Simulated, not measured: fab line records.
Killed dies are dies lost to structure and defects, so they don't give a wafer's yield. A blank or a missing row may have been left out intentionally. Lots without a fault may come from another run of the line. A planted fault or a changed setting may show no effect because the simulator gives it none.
The tool behind it: which one? / flow sky130 / 6 lots (18 wafers sampled), 1 step of a 708-step route

== WHAT THE GAUGES SHOWED, per wafer ==
SKY_VT_ADJUST_NCORE_TW_MEAS_11.
lot=L853; measured=day 9 05:24; on=film-metro-03; VT_ADJUST_NCORE_TW=220.2 220.4 220.4
lot=L856; measured=day 10 01:49; on=film-metro-01; VT_ADJUST_NCORE_TW=224.5 223.9 223.2
lot=L858; measured=day 10 17:22; on=film-metro-03; VT_ADJUST_NCORE_TW=221.1 220.4 219.7
lot=L863; measured=day 12 00:30; on=film-metro-01; VT_ADJUST_NCORE_TW=225.1 225.1 224.4
lot=L869; measured=day 14 07:05; on=film-metro-02; VT_ADJUST_NCORE_TW=220.2 218.3 218.7
lot=L873; measured=day 15 03:45; on=film-metro-01; VT_ADJUST_NCORE_TW=222.1 222.7 223.4

== TOOL THAT RAN EACH LOT (tool first, then ch and the chambers of the sampled wafers, then the start) ==
Record: no process step prior to these readings.

== THE ANSWER, worked out from the rows above alone ==
Rule: what is usual is taken from the lots themselves. Put in order of their means at a reading, lots are off if they are a third of the lots or fewer, leave a main group of 4 or more, and stand apart from it by a gap of 3 or more times the standard deviation of the main group's means; of several such gaps the widest counts. A main group is skipped when, at the precision printed for the reading in the tables above, its means are all equal. A lot without any number at a reading at which 4 lots or more have one is off too. All remaining lots with rows at the step are treated as sound.
Across all readings shown, no lot is off: no conclusion can be drawn from this.

== WHAT WAS PUT IN BY THE SIMULATOR ==
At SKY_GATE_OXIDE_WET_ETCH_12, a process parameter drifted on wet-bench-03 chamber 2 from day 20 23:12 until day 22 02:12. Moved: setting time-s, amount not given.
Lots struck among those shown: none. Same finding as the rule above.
